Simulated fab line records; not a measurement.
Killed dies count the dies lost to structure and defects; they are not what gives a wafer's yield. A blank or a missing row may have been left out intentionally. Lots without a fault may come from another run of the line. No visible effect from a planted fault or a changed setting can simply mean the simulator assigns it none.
fab line records	flow sky130
record: lots: 5	wafers: 15	last-day: 49
route steps=708 shown POLY_GATE@204 RES_PROTECT@206 LDD_N@237 PAD_OPEN@708
lots with no fault: from the same line, run without faults
start-h: start of the lot's first displayed wafer, in hours after the record's first day	wait-h: hours elapsed since this lot's preceding step	" as in the row above	L1.1+2: a row that stands for several wafers	- no value, or no start was given	* or withheld: withheld	< > ~ a bound
route shown NAME@n: a module of which the file shows steps, and the number in the route of the first	usual: average and standard deviation across the fault-free wafers	same: alike in all rows	chamber/n: place in a boat	sites: readings site by site	_std_site: standard deviation of those values	_edge_site: inner sites' mean taken away from outer sites' mean	radius-mm: how far each site lies from the wafer's centre	mask NAME#n: copy n	behind: tool/chamber where the wafer was last shaped	hold: the reason the lot was held/the length of the hold in hours/how it ended	device: names the non-switching transistor (n, p or np)	end of line: the same wafers' tests at the end of the route	for a step that has no rows: nothing shown but its recipe	killed: not the wafer's yield, but the dies lost to structure and defects at the first sort	map: per-die view of a wafer (x killed, . not killed, _ where there is no die)
set.NAME: the setting that was run; set.NAME@STEP: the one run at that earlier step	model.NAME: the simulator's own value behind a step, which no gauge read
lots at selected steps of the route; one table per step, one row per wafer
services: when a tool's chamber went out of use (start-h, in hours from the record's first day, below 0 if earlier), for how many hours, and the reason
== steps ==
step: SKY_POLY_GATE_CVD_00
recipe: material: poly-Si	target-thk-nm: 180	temp-c: 620	time-s: 720	pressure-mtorr: 200
step: SKY_POLY_GATE_THK_MEAS_01
recipe: reads: poly-Si_of_POLY_GATE_CVD_00
usual: POLY_GATE_CVD_00_THK: 180.4/1.4
lot.wafer	tool	chamber	start-h	wait-h	POLY_GATE_CVD_00_THK[nm]
L594.1	film-metro-04	-	379.63	0.0	181.1
L594.3	"	-	"	"	181.9
L594.6	"	-	"	"	181.5
L595.1	film-metro-03	-	391.89	0.0	179.8
L595.2	"	-	"	"	179.3
L595.3	"	-	"	"	180.4
L597.3	film-metro-03	-	406.51	0.1	182.9
L597.4	"	-	"	"	182.2
L597.5	"	-	"	"	180.9
L600.1	film-metro-04	-	434.45	0.0	181.7
L600.4	"	-	"	"	181.0
L600.6	"	-	"	"	182.1
L606.1	film-metro-04	-	474.05	0.0	181.0
L606.2	"	-	"	"	180.9
L606.6	"	-	"	"	182.3
step: SKY_RES_PROTECT_DEHYDRATE_00
recipe: temp-c: 200	time-s: 60
step: SKY_RES_PROTECT_HMDS_01
recipe: prime-time-s: 60	prime-temp-c: 120
step: SKY_RES_PROTECT_COAT_02
recipe: resist: NOVOLAK	spin-rpm: 3000	resist-thk-nm: 1140
step: SKY_RES_PROTECT_SOFTBAKE_03
recipe: temp-c: 90	time-s: 62.21	resist: NOVOLAK
step: SKY_RES_PROTECT_EXPOSE_04
recipe: mask-id: RPM	na: 0.6	source-shape: conventional	sigma-outer: 0.6	polarization: unpolarized	target-cd-nm: 1270	dose-mj: 131
step: SKY_RES_PROTECT_PEB_05
recipe: temp-c: withheld	time-s: *	resist: NOVOLAK
step: SKY_RES_PROTECT_DEVELOP_06
recipe: resist: NOVOLAK	developer: TMAH	develop-time-s: 60	dev-temp-c: 23
step: SKY_POLY_GATE_IMPLANT_02
recipe: species: P	energy-kev: 30	dose-cm2: 7.7e+15	tilt-deg: 0
step: SKY_RES_PROTECT_STRIP_07
recipe: chemistry: O2/N2	power-w: 1400	pressure-mtorr: 1500	platen-temp-c: withheld	o2-flow-sccm: 3000	n2-flow-sccm: 300	overash-fraction: 0.5
usual: drypump-motor-current-A: 5.9/0.4	oes-product-au: 0.518/0.0048	strip-time-to-endpoint-s: 23.29/0.041
lot.wafer	tool	chamber	start-h	wait-h	drypump-motor-current-A	oes-product-au	rf-hours-counter-h	strip-time-to-endpoint-s
L594.1	plasma-asher-01	1	408.31	0.1	5.5	0.519	59	23.29
L594.3	"	1	"	"	5.5	0.515	-	23.31
L594.6	"	1	"	"	5.5	0.513	-	23.27
L595.1	plasma-asher-03	0	420.28	0.1	5.8	0.517	72	23.27
L595.2	"	1	"	"	6.5	0.517	72	23.30
L595.3	"	0	"	"	5.8	0.523	-	23.30
L597.3	plasma-asher-03	0	436.34	0.1	5.8	0.517	-	23.34
L597.4	"	1	"	"	6.5	0.514	-	23.27
L597.5	"	1	"	"	6.5	0.519	-	23.28
L600.1	plasma-asher-04	1	464.66	0.1	5.2	0.514	1	23.29
L600.4	"	1	"	"	5.2	0.519	-	23.29
L600.6	"	0	"	"	6.1	0.517	-	23.31
L606.1	plasma-asher-04	0	503.92	0.1	6.2	0.522	5	23.34
L606.2	"	1	"	"	5.2	0.524	5	23.37
L606.6	"	1	"	"	5.2	0.515	-	23.36
step: SKY_RES_PROTECT_TW_MEAS_08
usual: POLY_GATE_TW: 4019/38
lot.wafer	tool	chamber	start-h	wait-h	POLY_GATE_TW
L594.1	film-metro-01	-	408.41	0.1	3997
L594.3	"	-	"	"	3992
L594.6	"	-	"	"	4004
L595.1	film-metro-02	-	420.38	0.1	3964
L595.2	"	-	"	"	3991
L595.3	"	-	"	"	4004
L597.3	film-metro-02	-	436.43	0.1	4001
L597.4	"	-	"	"	4011
L597.5	"	-	"	"	4025
L600.1	film-metro-02	-	464.76	0.1	3980
L600.4	"	-	"	"	3998
L600.6	"	-	"	"	3975
L606.1	film-metro-03	-	504.02	0.1	4055
L606.2	"	-	"	"	4044
L606.6	"	-	"	"	4046
step: SKY_RES_PROTECT_CLEAN_09
recipe: chemistry: SC1/SC2	mix: 1:4:20	temp-c: 70	time-s: 150	dry: n2-spin
lot.wafer	tool	chamber	start-h	wait-h
L594.1+3+6	wet-bench-04	3	408.47	0.1
L595.1+2+3	wet-bench-01	3	420.44	0.1
L597.3+4+5	wet-bench-04	2	436.47	0.0
L600.1+4+6	wet-bench-01	2	464.82	0.1
L606.1+2+6	wet-bench-01	3	504.08	0.1
step: SKY_POLY_GATE_CVD_03
recipe: material: Si3N4	precursor: DCS/NH3	target-thk-nm: 75	temp-c: 770	time-s: 1290	pressure-mtorr: 250
step: SKY_POLY_GATE_THK_MEAS_04
recipe: reads: Si3N4_of_POLY_GATE_CVD_03
usual: POLY_GATE_CVD_03_THK: 75.5/0.61
lot.wafer	tool	chamber	start-h	wait-h	POLY_GATE_CVD_03_THK[nm]
L594.1	film-metro-04	-	411.90	0.0	75.7
L594.3	"	-	"	"	75.9
L594.6	"	-	"	"	76.7
L595.1	film-metro-01	-	433.69	0.0	75.7
L595.2	"	-	"	"	76.4
L595.3	"	-	"	"	75.4
L597.3	film-metro-04	-	438.95	0.0	75.5
L597.4	"	-	"	"	75.2
L597.5	"	-	"	"	75.6
L600.1	film-metro-03	-	466.64	0.0	75.6
L600.4	"	-	"	"	75.8
L600.6	"	-	"	"	75.1
L606.1	film-metro-03	-	505.49	0.0	75.6
L606.2	"	-	"	"	75.2
L606.6	"	-	"	"	75.4
step: SKY_POLY_GATE_DEHYDRATE_05
recipe: temp-c: 200	time-s: 60
step: SKY_POLY_GATE_HMDS_06
recipe: prime-time-s: 60	prime-temp-c: 120
step: SKY_POLY_GATE_COAT_07
recipe: resist: BARC	temp-c: withheld	time-s: withheld	spin-rpm: 3000	resist-thk-nm: 110
step: SKY_POLY_GATE_COAT_08
recipe: resist: KrF-thick	spin-rpm: 3000	resist-thk-nm: 450
step: SKY_POLY_GATE_SOFTBAKE_09
recipe: temp-c: 100	time-s: 90	resist: KrF-thick
step: SKY_POLY_GATE_EXPOSE_10
recipe: mask-id: P1M	na: 0.68	source-shape: conventional	sigma-outer: 0.6	target-cd-nm: 150	dose-mj: 28.21
step: SKY_POLY_GATE_PEB_11
recipe: peb-temp-c: withheld	peb-time-s: withheld	resist: KrF-thick
step: SKY_POLY_GATE_DEVELOP_12
recipe: develop-time-s: 60	resist: KrF-thick	dev-temp-c: 21
step: SKY_POLY_GATE_CD_MEAS_13
recipe: target-cd-nm: 150
usual: cd-nm: 151.1/1.3
lot.wafer	tool	chamber	start-h	wait-h	cd-nm
L594.1	cd-sem-02	-	441.76	-	152.1
L594.3	"	-	"	"	152.9
L594.6	"	-	"	"	151.1
L595.1	cd-sem-01	-	481.86	-	152.0
L595.2	"	-	"	"	151.3
L595.3	"	-	"	"	151.5
L597.3	cd-sem-01	-	483.60	-	150.6
L597.4	"	-	"	"	149.9
L597.5	"	-	"	"	150.1
L600.1	cd-sem-01	-	493.41	-	152.5
L600.4	"	-	"	"	152.8
L600.6	"	-	"	"	151.1
L606.1	cd-sem-02	-	535.96	-	150.0
L606.2	"	-	"	"	149.7
L606.6	"	-	"	"	151.1
step: SKY_POLY_GATE_OVL_MEAS_14
usual: POLY_GATE_OVL: -1/6.8
lot.wafer	tool	chamber	start-h	wait-h	POLY_GATE_OVL[nm]
L594.1	overlay-01	-	441.88	0.1	-3
L594.3	"	-	"	"	-7
L594.6	"	-	"	"	3
L595.1	overlay-01	-	481.98	0.1	3
L595.2	"	-	"	"	0
L595.3	"	-	"	"	14
L597.3	overlay-01	-	483.69	0.1	10
L597.4	"	-	"	"	-5
L597.5	"	-	"	"	17
L600.1	overlay-02	-	493.53	0.1	-2
L600.4	"	-	"	"	6
L600.6	"	-	"	"	-4
L606.1	overlay-01	-	536.08	0.1	-5
L606.2	"	-	"	"	7
L606.6	"	-	"	"	10
step: SKY_POLY_GATE_ETCH_15
recipe: chemistry: N2/H2	target: BARC	ion-energy-ev: 200	source-w: 500	bias-w: 100	pressure-mtorr: 30	n2-flow-sccm: 100	h2-flow-sccm: 200	stop-on: SiO2	time-s: 118.5	target-depth-a: 1100
usual: drypump-motor-current-A: 5.8/0.47	oes-product-au: 0.717/0.0047	throttle-valve-pct: 13.213/0.0099
lot.wafer	tool	chamber	start-h	wait-h	drypump-motor-current-A	oes-product-au	rf-hours-counter-h	throttle-valve-pct
L594.1	rie-diel-02	3	441.91	0.0	6.3	0.728	2	13.206
L594.3	"	2	"	"	5.7	0.711	14	13.223
L594.6	"	3	"	"	6.3	0.719	-	13.221
L595.1	rie-diel-02	0	482.01	0.0	6.2	0.717	4	13.214
L595.2	"	1	"	"	5.3	0.710	81	13.200
L595.3	"	3	"	"	6.3	0.717	2	13.225
L597.3	rie-diel-02	3	483.71	0.0	6.3	0.719	2	13.234
L597.4	"	1	"	"	5.3	0.716	-	13.211
L597.5	"	0	"	"	6.2	0.717	-	13.198
L600.1	rie-diel-03	1	493.56	0.0	5.7	0.721	6	13.212
L600.4	"	2	"	"	6.1	0.716	15	13.216
L600.6	"	3	"	"	5.7	0.720	-	13.225
L606.1	rie-diel-01	0	536.11	0.0	5.5	0.707	34	13.215
L606.2	"	1	"	"	5.0	0.715	69	13.220
L606.6	"	2	"	"	5.0	0.713	-	13.199
step: SKY_POLY_GATE_ETCH_16
recipe: stop-on: poly-Si	chemistry: CH3F/O2	target: Si3N4	source-w: 400	bias-w: 80	pressure-mtorr: 25	ch3f-flow-sccm: 40	O2_flow_sccm: 30	time-s: 147.5	target-depth-a: 750
usual: drypump-motor-current-A: 5.8/0.47	oes-product-au: 0.642/0.0052	throttle-valve-pct: 10.535/0.0092
lot.wafer	tool	chamber	start-h	wait-h	drypump-motor-current-A	oes-product-au	rf-hours-counter-h	throttle-valve-pct
L594.1	rie-diel-02	3	442.00	0.0	6.3	0.644	2	10.534
L594.3	"	2	"	"	5.7	0.636	14	10.537
L594.6	"	3	"	"	6.3	0.652	-	10.529
L595.1	rie-diel-02	0	482.10	0.0	6.2	0.644	4	10.540
L595.2	"	1	"	"	5.3	0.653	81	10.551
L595.3	"	3	"	"	6.3	0.643	2	10.525
L597.3	rie-diel-02	3	483.80	0.0	6.3	0.642	2	10.529
L597.4	"	1	"	"	5.3	0.640	-	10.536
L597.5	"	0	"	"	6.2	0.641	-	10.530
L600.1	rie-diel-03	1	493.64	0.0	5.7	0.644	6	10.532
L600.4	"	2	"	"	6.1	0.639	15	10.551
L600.6	"	3	"	"	5.6	0.644	-	10.534
L606.1	rie-diel-01	0	536.19	0.0	5.6	0.641	34	10.540
L606.2	"	1	"	"	5.1	0.648	69	10.516
L606.6	"	2	"	"	5.0	0.647	-	10.542
step: SKY_POLY_GATE_ETCH_17
recipe: target-depth-nm: 180	stop-on: SiO2	over-etch-frac: 0.56667	chemistry: HBr/Cl2	target: poly-Si	icp-w: 400	bias-w: 100	pressure-mtorr: 10	HBr_flow_sccm: 150	Cl2_flow_sccm: 50	time-s: 70.5
usual: drypump-motor-current-A: 5.3/0.4	oes-product-au: 0.985/0.0073	throttle-valve-pct: 33.684/0.0094
lot.wafer	tool	chamber	start-h	wait-h	drypump-motor-current-A	oes-product-au	rf-hours-counter-h	throttle-valve-pct
L594.1	rie-si-01	0	442.09	0.0	4.9	0.987	14	33.668
L594.3	"	3	"	"	5.7	0.990	66	33.682
L594.6	"	1	"	"	5.3	0.975	-	33.705
L595.1	rie-si-02	2	482.19	0.0	4.9	0.989	4	33.692
L595.2	"	0	"	"	5.9	0.982	0	33.670
L595.3	"	1	"	"	5.9	0.989	1	33.666
L597.3	rie-si-01	3	483.89	0.0	5.8	0.996	0	33.690
L597.4	"	2	"	"	5.2	0.983	20	33.687
L597.5	"	3	"	"	5.8	0.993	-	33.682
L600.1	rie-si-01	0	493.74	0.0	4.9	0.983	15	33.686
L600.4	"	3	"	"	5.7	0.991	-	33.685
L600.6	"	1	"	"	5.3	0.983	-	33.683
L606.1	rie-si-01	3	536.29	0.0	5.7	0.998	1	33.690
L606.2	"	1	"	"	5.3	0.981	45	33.681
L606.6	"	1	"	"	5.3	0.970	-	33.693
step: SKY_POLY_GATE_STRIP_18
recipe: chemistry: O2/N2	power-w: 1400	pressure-mtorr: 1500	platen-temp-c: withheld	o2-flow-sccm: 3000	n2-flow-sccm: 300	overash-fraction: 0.5
usual: drypump-motor-current-A: 5.4/0.37	oes-product-au: 0.362/0.0056	strip-time-to-endpoint-s: 3.19/0.066
lot.wafer	tool	chamber	start-h	wait-h	drypump-motor-current-A	oes-product-au	rf-hours-counter-h	strip-time-to-endpoint-s
L594.1	plasma-asher-02	1	442.15	0.0	5.5	0.360	34	3.12
L594.3	"	0	"	"	5.0	0.360	-	3.14
L594.6	"	0	"	"	5.0	0.348	-	3.14
L595.1	plasma-asher-04	0	482.25	0.0	6.2	0.364	3	3.26
L595.2	"	1	"	"	5.2	0.359	3	3.19
L595.3	"	1	"	"	5.2	0.358	-	3.14
L597.3	plasma-asher-01	1	483.98	0.1	5.5	0.359	-	3.14
L597.4	"	0	"	"	5.9	0.365	-	3.25
L597.5	"	1	"	"	5.5	0.355	-	3.27
L600.1	plasma-asher-04	1	493.80	0.0	5.2	0.362	5	3.12
L600.4	"	1	"	"	5.2	0.363	-	3.20
L600.6	"	1	"	"	5.2	0.360	-	3.22
L606.1	plasma-asher-04	0	536.35	0.0	6.2	0.360	8	3.15
L606.2	"	1	"	"	5.2	0.363	8	3.17
L606.6	"	0	"	"	6.2	0.362	-	3.29
step: SKY_POLY_GATE_CLEAN_19
recipe: chemistry: SC1/SC2	mix: 1:4:20	temp-c: 70	time-s: 150	dry: n2-spin
step: SKY_POLY_GATE_OXIDATION_20
recipe: temp-c: 850	ambient: O2	stabilise-s: 600	purge-s: 300	target-thk-a: 40	ox-time-s: 899
step: SKY_POLY_GATE_THK_MEAS_21
recipe: reads: SiO2_of_POLY_GATE_OXIDATION_20
usual: POLY_GATE_OXIDATION_THK: 3.98/0.087
lot.wafer	tool	chamber	start-h	wait-h	POLY_GATE_OXIDATION_THK[nm]
L594.1	film-metro-03	-	444.64	0.0	4.13
L594.3	"	-	"	"	4.10
L594.6	"	-	"	"	4.17
L595.1	film-metro-03	-	484.31	0.0	4.15
L595.2	"	-	"	"	4.05
L595.3	"	-	"	"	4.10
L597.3	film-metro-04	-	486.81	0.1	3.94
L597.4	"	-	"	"	4.00
L597.5	"	-	"	"	3.97
L600.1	film-metro-04	-	495.20	0.0	3.99
L600.4	"	-	"	"	3.96
L600.6	"	-	"	"	4.09
L606.1	film-metro-04	-	537.75	0.0	4.06
L606.2	"	-	"	"	4.00
L606.6	"	-	"	"	4.01
step: SKY_POLY_GATE_CD_MEAS_22
usual: cd-nm: 151.1/2.8
lot.wafer	tool	chamber	start-h	wait-h	cd-nm
L594.1	cd-sem-01	-	444.70	0.1	154.2
L594.3	"	-	"	"	153.6
L594.6	"	-	"	"	152.9
L595.1	cd-sem-01	-	484.37	0.1	149.1
L595.2	"	-	"	"	151.0
L595.3	"	-	"	"	152.2
L597.3	cd-sem-01	-	487.02	0.2	149.5
L597.4	"	-	"	"	149.9
L597.5	"	-	"	"	147.5
L600.1	cd-sem-01	-	495.26	0.1	156.0
L600.4	"	-	"	"	153.1
L600.6	"	-	"	"	154.4
L606.1	cd-sem-02	-	537.81	0.1	152.3
L606.2	"	-	"	"	153.1
L606.6	"	-	"	"	154.1
step: SKY_LDD_N_DEHYDRATE_00
recipe: temp-c: 200	time-s: 60
step: SKY_LDD_N_HMDS_01
recipe: prime-time-s: 60	prime-temp-c: 120
step: SKY_LDD_N_COAT_02
recipe: resist: NOVOLAK	spin-rpm: 3000	resist-thk-nm: 300
step: SKY_LDD_N_SOFTBAKE_03
recipe: temp-c: 90	time-s: 57.01	resist: NOVOLAK
step: SKY_LDD_N_EXPOSE_04
recipe: mask-id: NTM	target-cd-nm: 840	na: 0.6	source-shape: conventional	sigma-outer: 0.6	dose-mj: 110
step: SKY_LDD_N_PEB_05
recipe: temp-c: withheld	time-s: *	resist: NOVOLAK
step: SKY_LDD_N_DEVELOP_06
recipe: develop-time-s: 60	dev-temp-c: 23
step: SKY_LDD_N_OVL_MEAS_07
usual: LDD_N_OVL: -1.4/1.3
lot.wafer	tool	chamber	start-h	wait-h	LDD_N_OVL[nm]
L594.1	overlay-01	-	474.46	0.1	-1.9
L594.3	"	-	"	"	-1.6
L594.6	"	-	"	"	-2.7
L595.1	overlay-01	-	514.02	0.1	-2.3
L595.2	"	-	"	"	-0.9
L595.3	"	-	"	"	-1.4
L597.3	overlay-02	-	517.02	0.1	1.0
L597.4	"	-	"	"	0.7
L597.5	"	-	"	"	0.7
L600.1	overlay-02	-	526.06	0.1	-1.2
L600.4	"	-	"	"	-0.4
L600.6	"	-	"	"	-0.5
L606.1	overlay-01	-	567.56	0.1	-1.0
L606.2	"	-	"	"	2.0
L606.6	"	-	"	"	0.5
step: SKY_LDD_N_IMPLANT_08
recipe: species: As	energy-kev: 20	dose-cm2: 7.5e+13	tilt-deg: withheld	rotation-deg: 23
step: SKY_PAD_OPEN_PROBE_99
usual: killed_at_M0_to_M3: 43/7.5	killed_at_M4_up: 2.8/1.8	killed-at-contacts: 24/5.3	killed-at-front-end: 14/4.2	killed-at-other: 0.3/0.54	killed-dies: 84/9.4	killed-open: 46/7.1	killed-short: 38/6.6
same: gross-dies: 492	killed-at-back-side: 0
lot.wafer	tool	chamber	start-h	wait-h	hold	killed_at_M0_to_M3	killed_at_M4_up	killed-at-contacts	killed-at-front-end	killed-at-other	killed-dies	killed-open	killed-short
L594.1	prober-01	-	1126.34	0.1	-	40	3	31	8	1	83	52	29
L594.3	prober-01	-	1126.44	0.2	-	39	2	32	10	2	85	44	37
L594.6	prober-01	-	1126.59	0.2	-	38	3	25	9	1	76	50	25
L595.1	prober-02	-	1152.33	0.1	-	38	4	22	12	0	76	39	37
L595.2	prober-02	-	1152.38	0.1	-	47	3	26	21	0	97	45	52
L595.3	prober-02	-	1152.43	0.2	-	56	1	19	20	0	96	45	49
L597.3	prober-02	-	1154.23	0.4	-	39	1	30	10	0	80	40	39
L597.4	prober-02	-	1154.28	0.4	-	37	6	31	12	1	87	51	36
L597.5	prober-02	-	1154.33	0.5	-	32	2	26	13	0	73	46	27
L600.1	prober-02	-	1157.72	0.1	-	58	3	35	16	0	112	59	53
L600.4	prober-02	-	1157.87	0.2	-	29	4	28	18	0	79	39	40
L600.6	prober-02	-	1157.97	0.2	-	34	3	21	7	0	65	32	33
L606.1	prober-02	-	1180.93	0.1	await-dispo/1.0h/release	39	3	18	13	49	122	42	32
L606.2	prober-02	-	1180.98	0.1	await-dispo/1.0h/release	32	2	24	16	50	124	39	35
L606.6	prober-02	-	1181.18	0.2	await-dispo/1.0h/release	48	5	20	7	56	136	46	34
killed by level:class
L594.1 CONTACT:geometric-particle:open=14 VIA1:geometric-particle:open=11 LI_CONTACT:geometric-particle:open=7 VIA1:geometric-particle:short=7 VIA2:geometric-particle:open=6 CONTACT:geometric-particle:short=4 VIA3:geometric-particle:open=4 LOCAL_INTERCONNECT:geometric-particle:open=3
L594.3 CONTACT:geometric-particle:open=12 VIA1:geometric-particle:open=10 CONTACT:geometric-particle:short=8 LI_CONTACT:geometric-particle:open=7 VIA1:geometric-particle:short=6 METAL2:geometric-particle:short=5 VIA2:geometric-particle:open=5 VIA3:geometric-particle:open=4
L594.6 VIA1:geometric-particle:open=14 CONTACT:geometric-particle:open=12 LI_CONTACT:geometric-particle:open=7 VIA3:geometric-particle:open=4 CONTACT:geometric-particle:short=4 VIA1:geometric-particle:short=4 POLY_GATE:geometric-particle:open=3 METAL2:geometric-particle:open=3
L595.1 VIA1:geometric-particle:open=9 LI_CONTACT:geometric-particle:open=8 CONTACT:geometric-particle:short=6 VIA1:geometric-particle:short=6 VIA3:geometric-particle:open=6 METAL2:geometric-particle:short=5 POLY_CUT:geometric-particle:open=4 METAL1:geometric-particle:short=4
L595.2 CONTACT:geometric-particle:open=14 FIELD_ISO:geometric-particle:short=9 VIA1:geometric-particle:open=8 VIA2:geometric-particle:open=6 METAL1:geometric-particle:short=6 VIA1:geometric-particle:short=6 VIA3:geometric-particle:short=5 FIELD_ISO:geometric-particle:open=4
L595.3 VIA1:geometric-particle:short=14 VIA1:geometric-particle:open=11 VIA3:geometric-particle:open=9 LI_CONTACT:geometric-particle:open=8 CONTACT:geometric-particle:short=7 FIELD_ISO:geometric-particle:open=6 METAL2:geometric-particle:short=6 POLY_GATE:geometric-particle:short=5
L597.3 LI_CONTACT:geometric-particle:open=8 LOCAL_INTERCONNECT:geometric-particle:short=7 VIA2:geometric-particle:open=7 VIA3:geometric-particle:open=7 CONTACT:geometric-particle:short=6 VIA1:geometric-particle:open=6 CONTACT:geometric-particle:open=5 METAL3:geometric-particle:short=4
L597.4 LI_CONTACT:geometric-particle:open=9 VIA1:geometric-particle:open=9 LOCAL_INTERCONNECT:geometric-particle:short=8 CONTACT:geometric-particle:open=8 VIA3:geometric-particle:open=7 VIA2:geometric-particle:open=6 LI_CONTACT:geometric-particle:short=5 METAL4:geometric-particle:short=5
L597.5 LI_CONTACT:geometric-particle:open=8 VIA1:geometric-particle:open=7 VIA2:geometric-particle:open=7 VIA3:geometric-particle:open=7 CONTACT:geometric-particle:open=6 LOCAL_INTERCONNECT:geometric-particle:short=4 FIELD_ISO:geometric-particle:open=3 POLY_GATE:geometric-particle:short=3
L600.1 LI_CONTACT:geometric-particle:open=13 CONTACT:geometric-particle:open=12 METAL2:geometric-particle:short=12 VIA3:geometric-particle:open=8 VIA2:geometric-particle:short=8 POLY_GATE:geometric-particle:open=7 VIA1:geometric-particle:short=7 METAL1:geometric-particle:short=6
L600.4 CONTACT:geometric-particle:open=11 LI_CONTACT:geometric-particle:open=6 POLY_GATE:geometric-particle:open=4 LI_CONTACT:geometric-particle:short=4 LOCAL_INTERCONNECT:geometric-particle:short=4 VIA1:geometric-particle:open=4 VIA2:geometric-particle:open=4 VIA2:geometric-particle:short=4
L600.6 CONTACT:geometric-particle:open=7 VIA3:geometric-particle:short=5 LI_CONTACT:geometric-particle:open=5 VIA1:geometric-particle:open=5 CONTACT:geometric-particle:short=5 VIA2:geometric-particle:open=4 VIA2:geometric-particle:short=4 METAL2:geometric-particle:short=3
L606.1 RES_PROTECT:unspecified=48 VIA1:geometric-particle:open=9 VIA2:geometric-particle:open=8 CONTACT:geometric-particle:open=7 VIA3:geometric-particle:open=6 FIELD_ISO:geometric-particle:open=4 FIELD_ISO:geometric-particle:short=4 LI_CONTACT:geometric-particle:open=4
L606.2 RES_PROTECT:unspecified=50 LOCAL_INTERCONNECT:geometric-particle:short=7 CONTACT:geometric-particle:open=7 VIA2:geometric-particle:open=7 VIA1:geometric-particle:short=5 VIA1:geometric-particle:open=5 METAL2:geometric-particle:short=5 FIELD_ISO:geometric-particle:open=4
L606.6 RES_PROTECT:unspecified=56 METAL1:geometric-particle:short=8 VIA2:geometric-particle:open=8 CONTACT:geometric-particle:open=7 VIA1:geometric-particle:open=7 VIA3:geometric-particle:open=6 FIELD_ISO:geometric-particle:open=5 LI_CONTACT:geometric-particle:open=5
map L606.6 (x killed, . not)
__________.x......x._________
________..........x.x._______
______....x............._____
_____.x.x.x.............x____
____.xxxxxxx.x...xx..x...x___
___.xxxxxxxxxx..........x..__
__.xxxxxxxxxxx...x......x..._
_.x..xxxxxxxx.............x..
_..xx.xxxxxxxxx..xx.x.x.....x
_x...xxxxx.xx..x.x..x.xxxx...
_.....xxxx..x........x.......
_xxx.x.........x..x.....x..xx
_...........xx...............
_..x...............x.x.......
_.....x..xx...x..x.xxx....x.x
__.....x.x......x.....xx...._
___...x...x......x..x.x..x.__
____.......xx.....x.......___
_____....................____
______.......x.........._____
________.....x....x..._______
__________.xx.x....._________
map L595.2 (x killed, . not)
__________...x...x.._________
________......x.xx.x.._______
______..x..xxx..xx.xx..._____
_____.x...........xx..x..____
____.xx........xx.x...xx.x___
___...............x........__
__x.................x....x.x_
_..x.......x..x..x..x.x..x...
_..x.x......xxxx....x....x...
_.......x.x...x........x...x.
_x....x.......x.......x..x.x.
_..x..x.xx..........xx.x.....
_x.....x.....................
_.......x...xx.........x...x.
_....x...x.x...x.x.........x.
__..x.............xx........_
___.........x..x.......x...__
____..........x....x....x.___
_____...xxx.....x....x..x____
______..........xx......_____
________.....x...x...._______
__________.....x...._________
== services ==
tool	chamber	start-h	hours	kind
plasma-asher-04	-	394.40	14.6	pm
rie-diel-02	1	400.01	8.4	repair
plasma-asher-04	-	409.00	30.8	pm
rie-diel-03	0	423.26	9.1	repair
plasma-asher-01	-	430.03	14.6	pm
plasma-asher-04	-	439.80	9.0	pm
plasma-asher-04	0	439.80	9.0	vent-cycle
plasma-asher-04	1	439.80	9.0	vent-cycle
plasma-asher-03	-	447.73	7.3	repair
plasma-asher-04	0	448.80	-	clean
plasma-asher-04	1	448.80	-	clean
rie-si-01	3	448.95	-	clean
plasma-asher-02	-	455.12	2.0	repair
rie-diel-01	1	460.50	6.2	repair
rie-diel-03	-	468.58	14.6	pm
rie-diel-02	2	474.51	15.0	repair
rie-diel-01	2	474.82	1.8	repair
rie-diel-03	-	483.18	2.8	pm
rie-si-01	2	485.71	40.4	repair
rie-si-01	-	490.03	2.8	pm
rie-diel-02	-	502.48	0.2	repair
rie-diel-03	0	528.26	19.8	repair
rie-diel-02	3	528.96	3.6	repair
plasma-asher-03	-	533.54	4.5	repair
== key ==
first-sign: step: SKY_PAD_OPEN_PROBE_99	reading: killed-at-other	direction: up	sigmas: 51	usual: 0.3	struck: 51.7
effect: step: SKY_PAD_OPEN_PROBE_99	reading: killed-dies	direction: up	sigmas: 4.6	usual: 84	struck: 127
met-at SKY_RES_PROTECT_CLEAN_09
struck-wafers L606.1,L606.2,L606.6
tester-left-out L606
onset-between 464.82 504.08
also-fits time
fault: kind: chamber-particle-source	tool: wet-bench-01	chamber: -	onset-h: 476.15	steps: SKY_RES_PROTECT_CLEAN_09	rate-per-visit-cm2: 0.63521	end-h: 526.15
tester-left-out: of these lots the tester's yield and bins aren't shown, on N5 and GAA mostly nor the transistor test; their killed dies are dies lost to structure and defects alone, not to doping, threshold or leakage, so they don't give the yield
